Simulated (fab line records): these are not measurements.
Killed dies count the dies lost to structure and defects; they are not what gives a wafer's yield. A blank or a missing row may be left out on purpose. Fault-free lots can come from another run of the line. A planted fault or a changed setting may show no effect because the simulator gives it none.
Which of the tools did it?    flow gf180mcu    route of 602 steps, sampled at 1 step: 11 lots, 33 wafers

## WHAT THE GAUGES READ, wafer by wafer
GF_V2_OVL_MEAS_15. Usual: V2_OVL gives 1 nm (standard deviation 4.7).
lot   measured      on          V2_OVL (nm)  flag
L130  day 20 05:48  overlay-02  -3 -4 5      
L131  day 20 13:51  overlay-02  0 -8 -1      
L132  day 20 21:06  overlay-02  2 5 1        
L133  day 21 09:38  overlay-01  0 0 -4       
L134  day 22 04:34  overlay-02  3 -4 7       
L135  day 22 10:59  overlay-01  2 7 8        
L136  day 22 17:39  overlay-02  2 -2 3       
L141  day 24 17:06  overlay-02  -2 -4 -4     
L142  day 25 01:23  overlay-02  0 2 6        
L148  day 26 13:51  overlay-01  -1 -4 1      
L152  day 27 14:34  overlay-02  8 1 -1       

## EACH LOT AND THE TOOL THAT RAN IT (in order: tool; ch and the chambers of the sampled wafers; start)
The record shows no process step preceding these readings.

## WHAT THE TOOLS THEMSELVES READ (means of the sampled wafers that have a number; where no wafer has one, the mark that the record gives instead)
The record holds no such reading with a usual standard deviation.

## THE ANSWER, worked out from the rows above alone
Rule: lot off if the mean of its wafers having a number is beyond 3 standard deviations from the usual mean. A lot without any number at a reading at which 4 lots or more have one is off too. Any other lot the step has rows for is counted as sound. After the gauges, taken in route order, come the tools' own readings; for these a lot's mean is taken, as printed above. The first step at which some lot is off is used, and at that step the reading that is off furthest; a lot without a number counts as furthest.
None of the lots is off at any reading shown; this tells nothing.

## WHAT HAD BEEN PUT IN BY THE SIMULATOR
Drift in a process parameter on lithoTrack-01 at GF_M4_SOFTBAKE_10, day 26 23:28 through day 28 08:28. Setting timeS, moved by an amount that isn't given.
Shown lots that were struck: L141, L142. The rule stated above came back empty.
